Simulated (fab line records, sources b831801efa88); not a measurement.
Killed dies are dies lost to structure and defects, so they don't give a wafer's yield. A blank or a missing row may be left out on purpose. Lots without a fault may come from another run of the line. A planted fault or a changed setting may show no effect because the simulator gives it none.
fab line records | flow gf180mcu
record lots=13 wafers=39 last_day=34
route steps=602 shown MVSD@77 HV_LDD@207
lots that met no fault: from a run of the same line without faults
start_h: hours from the record's first day to the start of the lot's first wafer shown | wait_h: hours since the lot's step before | " the same as in the row above | L1.1+2: a row that stands for several wafers | - no value, or no start given | * or withheld: withheld | < > ~ a bound
route shown NAME@n: a module of which the file shows steps, and the number in the route of the first | usual: mean/standard deviation of fault-free wafers | same: alike in all rows | chamber/n: place in a boat | sites: the reading at each site | _std_site: their standard deviation | _edge_site: outer sites' mean less inner sites' | radius_mm: how far each site lies from the wafer's centre | mask NAME#n: copy n | behind: the tool/chamber that last shaped the wafer | hold: why the lot was held/for how many hours/how that ended | device: the transistor (n, p or np) that didn't switch | end of line: the same wafers' tests at the end of the route | a step without rows: its recipe alone | killed: dies lost to structure and defects at the first sort, not the wafer's yield | map: a wafer's dies, x killed, . not, _ none there
set.NAME: the setting as run; set.NAME@STEP: as run at that earlier step | model.NAME: the simulator's own value behind a step, which no gauge read
steps of the route over a sample of lots; a table a step, a row a wafer
services: from which hour (start_h, from the record's first day; less than 0 if before it) a tool's chamber was out of use, for how many hours, and why
## steps
# step GF_MVSD_TW_MEAS_11
# usual MVSD_TW=1593/16
# columns lot.wafer tool chamber start_h wait_h MVSD_TW
L114.1 film_metro-04 - 83.41 0.1 1601
L114.3 " - " " 1607
L114.4 " - " " 1600
L115.1 film_metro-03 - 88.34 0.1 1578
L115.3 " - " " 1586
L115.5 " - " " 1579
L116.1 film_metro-04 - 92.31 0.1 1607
L116.2 " - " " 1607
L116.3 " - " " 1605
L118.2 film_metro-04 - 106.64 0.1 1591
L118.3 " - " " 1594
L118.5 " - " " 1591
L119.2 film_metro-02 - 111.15 0.1 1581
L119.3 " - " " 1586
L119.4 " - " " 1583
L120.1 film_metro-03 - 117.44 0.1 1579
L120.3 " - " " 1582
L120.6 " - " " 1572
L123.2 film_metro-03 - 136.48 0.1 1583
L123.4 " - " " 1569
L123.6 " - " " 1579
L126.2 film_metro-03 - 153.48 0.1 1577
L126.4 " - " " 1581
L126.5 " - " " 1579
L131.1 film_metro-04 - 181.34 0.1 1619
L131.2 " - " " 1617
L131.5 " - " " 1612
L134.3 film_metro-04 - 198.44 0.1 1610
L134.4 " - " " 1622
L134.5 " - " " 1622
L135.2 film_metro-02 - 203.35 0.1 1571
L135.4 " - " " 1586
L135.6 " - " " 1586
L136.1 film_metro-04 - 210.71 0.1 1612
L136.2 " - " " 1623
L136.6 " - " " 1608
L137.2 film_metro-03 - 218.08 0.1 1578
L137.4 " - " " 1576
L137.5 " - " " 1578
# step GF_HV_LDD_CD_MEAS_31
# recipe target_cd_nm=400
# usual cd_nm=400.1/2.4
# columns lot.wafer tool chamber start_h wait_h cd_nm
L114.1 cd_sem-02 - 253.42 0.1 402.3
L114.3 " - " " 400.9
L114.4 " - " " 402.0
L115.1 cd_sem-01 - 259.59 0.1 401.1
L115.3 " - " " 398.7
L115.5 " - " " 400.1
L116.1 cd_sem-01 - 264.30 0.1 400.1
L116.2 " - " " 399.7
L116.3 " - " " 401.2
L118.2 cd_sem-01 - 285.89 0.1 402.4
L118.3 " - " " 402.8
L118.5 " - " " 401.9
L119.2 cd_sem-02 - 290.27 0.1 398.5
L119.3 " - " " 398.0
L119.4 " - " " 398.3
L120.1 cd_sem-02 - 302.05 0.1 398.0
L120.3 " - " " 397.7
L120.6 " - " " 397.6
L123.2 cd_sem-01 - 325.87 0.1 399.0
L123.4 " - " " 398.1
L123.6 " - " " 399.4
L126.2 cd_sem-02 - 347.01 0.1 403.4
L126.4 " - " " 402.8
L126.5 " - " " 401.3
L131.1 cd_sem-01 - 382.75 0.1 399.9
L131.2 " - " " 403.2
L131.5 " - " " 402.0
L134.3 cd_sem-02 - 410.14 0.1 404.3
L134.4 " - " " 402.7
L134.5 " - " " 402.6
L135.2 cd_sem-01 - 415.21 0.1 396.9
L135.4 " - " " 398.7
L135.6 " - " " 398.1
L136.1 cd_sem-01 - 427.24 0.1 402.9
L136.2 " - " " 404.7
L136.6 " - " " 404.0
L137.2 cd_sem-02 - 436.86 0.1 402.6
L137.4 " - " " 401.4
L137.5 " - " " 403.3
# step GF_HV_LDD_OVL_MEAS_32
# usual HV_LDD_02_OVL=0.7/1.7
# columns lot.wafer tool chamber start_h wait_h HV_LDD_02_OVL[nm]
L114.1 overlay-01 - 253.54 0.1 0.4
L114.3 " - " " 3.7
L114.4 " - " " 0.5
L115.1 overlay-02 - 259.71 0.1 1.3
L115.3 " - " " 4.5
L115.5 " - " " 2.3
L116.1 overlay-01 - 264.42 0.1 2.9
L116.2 " - " " 2.2
L116.3 " - " " 1.8
L118.2 overlay-02 - 286.00 0.1 1.1
L118.3 " - " " 0.9
L118.5 " - " " 0.2
L119.2 overlay-02 - 290.38 0.1 1.9
L119.3 " - " " 2.3
L119.4 " - " " -0.4
L120.1 overlay-01 - 302.17 0.1 0.2
L120.3 " - " " 2.0
L120.6 " - " " 1.0
L123.2 overlay-02 - 325.98 0.1 -1.7
L123.4 " - " " 0.9
L123.6 " - " " -0.3
L126.2 overlay-01 - 347.12 0.1 -0.1
L126.4 " - " " 0.7
L126.5 " - " " 3.5
L131.1 overlay-01 - 382.87 0.1 2.6
L131.2 " - " " 3.4
L131.5 " - " " 3.7
L134.3 overlay-01 - 410.23 0.1 1.8
L134.4 " - " " -0.3
L134.5 " - " " 0.6
L135.2 overlay-02 - 415.32 0.1 2.2
L135.4 " - " " 3.3
L135.6 " - " " 3.1
L136.1 overlay-02 - 427.36 0.1 0.1
L136.2 " - " " 0.6
L136.6 " - " " 0.3
L137.2 overlay-02 - 436.97 0.1 1.3
L137.4 " - " " -0.7
L137.5 " - " " 0.2
# step GF_HV_LDD_IMPLANT_33
# recipe species=P energy_kev=60 dose_cm2=7.5e+12 tilt_deg=30 rotation_deg=0
# usual dose_ions_cm2=7.501e+12/7.6e+09 faraday_current_uA=42.4/0.93
# columns lot.wafer tool chamber start_h wait_h dose_ions_cm2 faraday_current_uA
L114.1 implanter-01 0 253.58 0.0 7.503e+12 41.6
L114.3 " 0 " " 7.498e+12 42.9
L114.4 " 0 " " 7.5e+12 40.7
L115.1 implanter-01 0 259.75 0.0 7.496e+12 42.1
L115.3 " 0 " " 7.485e+12 42.4
L115.5 " 0 " " 7.49e+12 42.0
L116.1 implanter-01 0 264.46 0.0 7.509e+12 42.1
L116.2 " 0 " " 7.495e+12 42.5
L116.3 " 0 " " 7.512e+12 40.2
L118.2 implanter-03 0 286.05 0.0 7.498e+12 42.0
L118.3 " 0 " " 7.508e+12 43.0
L118.5 " 0 " " 7.494e+12 42.2
L119.2 implanter-02 0 290.44 0.0 7.5e+12 42.7
L119.3 " 0 " " 7.511e+12 44.0
L119.4 " 0 " " 7.505e+12 43.0
L120.1 implanter-03 0 302.21 0.0 7.502e+12 42.1
L120.3 " 0 " " 7.51e+12 43.0
L120.6 " 0 " " 7.489e+12 41.9
L123.2 implanter-03 0 326.03 0.0 1.3303e+13 76.0
L123.4 " 0 " " 1.3306e+13 72.2
L123.6 " 0 " " 1.3309e+13 78.6
L126.2 implanter-03 0 347.17 0.0 1.3304e+13 76.2
L126.4 " 0 " " 1.3314e+13 75.0
L126.5 " 0 " " 1.33e+13 75.8
L131.1 implanter-01 0 382.91 0.0 7.493e+12 43.2
L131.2 " 0 " " 7.504e+12 42.7
L131.5 " 0 " " 7.495e+12 41.8
L134.3 implanter-01 0 410.31 0.1 7.497e+12 41.3
L134.4 " 0 " " 7.491e+12 40.1
L134.5 " 0 " " 7.5e+12 42.0
L135.2 implanter-01 0 415.37 0.0 7.505e+12 42.4
L135.4 " 0 " " 7.504e+12 41.3
L135.6 " 0 " " 7.508e+12 43.0
L136.1 implanter-02 0 427.40 0.0 7.509e+12 42.1
L136.2 " 0 " " 7.517e+12 43.1
L136.6 " 0 " " 7.513e+12 42.1
L137.2 implanter-01 0 437.02 0.0 7.5e+12 42.9
L137.4 " 0 " " 7.494e+12 43.0
L137.5 " 0 " " 7.497e+12 40.7
# step GF_HV_LDD_TW_MEAS_38
# usual HV_LDD_3_TW=1444/15
# columns lot.wafer tool chamber start_h wait_h HV_LDD_3_TW
L114.1 film_metro-04 - 254.28 0.1 1460
L114.3 " - " " 1457
L114.4 " - " " 1457
L115.1 film_metro-02 - 260.45 0.1 1440
L115.3 " - " " 1429
L115.5 " - " " 1436
L116.1 film_metro-04 - 265.16 0.1 1467
L116.2 " - " " 1465
L116.3 " - " " 1461
L118.2 film_metro-04 - 286.74 0.1 1461
L118.3 " - " " 1470
L118.5 " - " " 1462
L119.2 film_metro-03 - 291.12 0.1 1432
L119.3 " - " " 1430
L119.4 " - " " 1425
L120.1 film_metro-02 - 302.91 0.1 1433
L120.3 " - " " 1424
L120.6 " - " " 1427
L123.2 film_metro-02 - 326.72 0.1 1523
L123.4 " - " " 1523
L123.6 " - " " 1516
L126.2 film_metro-04 - 347.86 0.1 1550
L126.4 " - " " 1557
L126.5 " - " " 1543
L131.1 film_metro-02 - 383.61 0.1 1428
L131.2 " - " " 1433
L131.5 " - " " 1447
L134.3 film_metro-02 - 410.98 0.1 1431
L134.4 " - " " 1425
L134.5 " - " " 1430
L135.2 film_metro-04 - 416.06 0.1 1469
L135.4 " - " " 1470
L135.6 " - " " 1460
L136.1 film_metro-02 - 428.10 0.1 1423
L136.2 " - " " 1427
L136.6 " - " " 1435
L137.2 film_metro-02 - 437.71 0.1 1432
L137.4 " - " " 1430
L137.5 " - " " 1432
# step GF_HV_LDD_RS_MEAS_53
# recipe thk_meas_gauge=four-point-probe
# usual HV_LDD_RS=418.2/0.95
# columns lot.wafer tool chamber start_h wait_h HV_LDD_RS[ohm/sq]
L114.1 film_metro-03 - 273.72 0.1 417.6
L114.3 " - " " 417.8
L114.4 " - " " 418.7
L115.1 film_metro-03 - 280.27 0.1 419.2
L115.3 " - " " 419.3
L115.5 " - " " 418.8
L116.1 film_metro-04 - 284.94 0.1 419.5
L116.2 " - " " 418.4
L116.3 " - " " 418.8
L118.2 film_metro-03 - 306.89 0.1 417.6
L118.3 " - " " 417.8
L118.5 " - " " 416.8
L119.2 film_metro-02 - 311.55 0.1 418.6
L119.3 " - " " 417.8
L119.4 " - " " 418.5
L120.1 film_metro-02 - 323.49 0.1 418.5
L120.3 " - " " 417.7
L120.6 " - " " 419.6
L123.2 film_metro-04 - 348.50 0.1 405.3
L123.4 " - " " 405.5
L123.6 " - " " 406.4
L126.2 film_metro-04 - 368.96 0.1 403.3
L126.4 " - " " 403.6
L126.5 " - " " 403.5
L131.1 film_metro-02 - 406.73 0.1 417.6
L131.2 " - " " 418.0
L131.5 " - " " 418.9
L134.3 film_metro-02 - 435.14 0.1 419.1
L134.4 " - " " 418.4
L134.5 " - " " 420.0
L135.2 film_metro-04 - 439.59 0.1 416.2
L135.4 " - " " 417.5
L135.6 " - " " 417.6
L136.1 film_metro-04 - 452.52 0.1 419.1
L136.2 " - " " 418.8
L136.6 " - " " 417.0
L137.2 film_metro-04 - 462.22 0.1 420.1
L137.4 " - " " 418.8
L137.5 " - " " 419.2
## services
# columns tool chamber start_h hours kind
implanter-02 - 229.62 2.0 repair
implanter-02 - 296.39 5.9 pm
implanter-01 - 296.60 3.9 pm
implanter-01 - 308.17 4.0 repair
implanter-03 - 343.54 2.2 repair
implanter-01 - 348.57 2.9 repair
implanter-02 - 363.01 1.4 repair
implanter-03 - 368.67 3.3 repair
implanter-02 - 376.64 0.7 repair
implanter-03 - 377.28 41.2 pm
implanter-01 - 392.31 1.5 repair
implanter-03 - 435.87 4.2 repair
## key
first_sign step=GF_HV_LDD_IMPLANT_33 reading=dose_ions_cm2 direction=up sigmas=99+ usual=7.501e+12 struck=1.3306e+13
effect step=GF_HV_LDD_IMPLANT_33 reading=faraday_current_uA direction=up sigmas=36 usual=42.4 struck=75.6
effect step=GF_HV_LDD_TW_MEAS_38 reading=HV_LDD_3_TW direction=up sigmas=6 usual=1444 struck=1535
effect step=GF_HV_LDD_RS_MEAS_53 reading=HV_LDD_RS direction=down sigmas=14 usual=418.2 struck=404.6
met_at GF_HV_LDD_IMPLANT_33
struck_lots L123,L126
tester_left_out L123,L126
not_acting_at GF_MVSD_TW_MEAS_11,GF_HV_LDD_CD_MEAS_31,GF_HV_LDD_OVL_MEAS_32
onset_between 302.21 326.03
fault kind=process_parameter_drift tool=implanter-03 chamber=- onset_h=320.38 steps=GF_HV_LDD_IMPLANT_33 channel=dose_cm2 offset=5.8017e+12 shape=step end_h=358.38 acts_in=these_recipes_only stated=7.5e+12
# tester_left_out: of these lots the tester's yield and bins aren't shown, on N5 and GAA mostly nor the transistor test; their killed dies are dies lost to structure and defects alone, not to doping, threshold or leakage, so they don't give the yield
